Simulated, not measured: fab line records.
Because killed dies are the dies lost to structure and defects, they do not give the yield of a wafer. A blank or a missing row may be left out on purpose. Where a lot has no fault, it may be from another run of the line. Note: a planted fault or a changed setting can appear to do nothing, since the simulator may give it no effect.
Matching of chambers	flow gf180mcu	GF_POLY_GATE_ETCH_13 on rie_si-01: 4 sister chambers
The step etches poly-Si in HBr/Cl2, stops on SiO2, target depth 198.5 nm, time 69.6 s. 4 wafers are shown with their chamber, then 8 later ones without.

== WAFERS WITH THEIR CHAMBER ==
wafer	chamber	drypump_motor_current_A (A)
L475.1	0	5.8
L475.4	2	5.2
L475.5	3	6.0
L485.2	1	5.8

== WAFERS WITHOUT THEIR CHAMBER ==
wafer	drypump_motor_current_A (A)
L485.5	5.8
L485.6	5.9
L489.1	6.0
L489.2	5.8
L489.5	5.2
L490.2	5.7
L490.3	5.9
L490.4	5.2

== THE CHAMBER EACH PASSED THROUGH ==
wafer	from the rows above	in truth
L485.5	can't be placed: 0 or 1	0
L485.6	can't be placed: 3 or 0 or 1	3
L489.1	3	3
L489.2	can't be placed: 0 or 1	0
L489.5	2	2
L490.2	can't be placed: 0 or 1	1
L490.3	can't be placed: 3 or 0 or 1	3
L490.4	2	2
Correct placement for 3 of the 8. Not placeable from these rows: 5 (in 5, the candidates include the true chamber). Number placed wrongly: 0.
How it was worked out, from the rows above alone: a wafer's distance from a chamber is the root of the sum, over the readings, of the square of ((its reading less the chamber's mean) divided by the reading's scatter). The wafer belongs to the nearest chamber; if the next one is less than 2 further off, it can't be placed. A chamber's mean is the mean of its shown wafers. The scatter: with one shown wafer a chamber, the root of the mean of the squares of how far each hidden wafer lies from its nearest shown one.
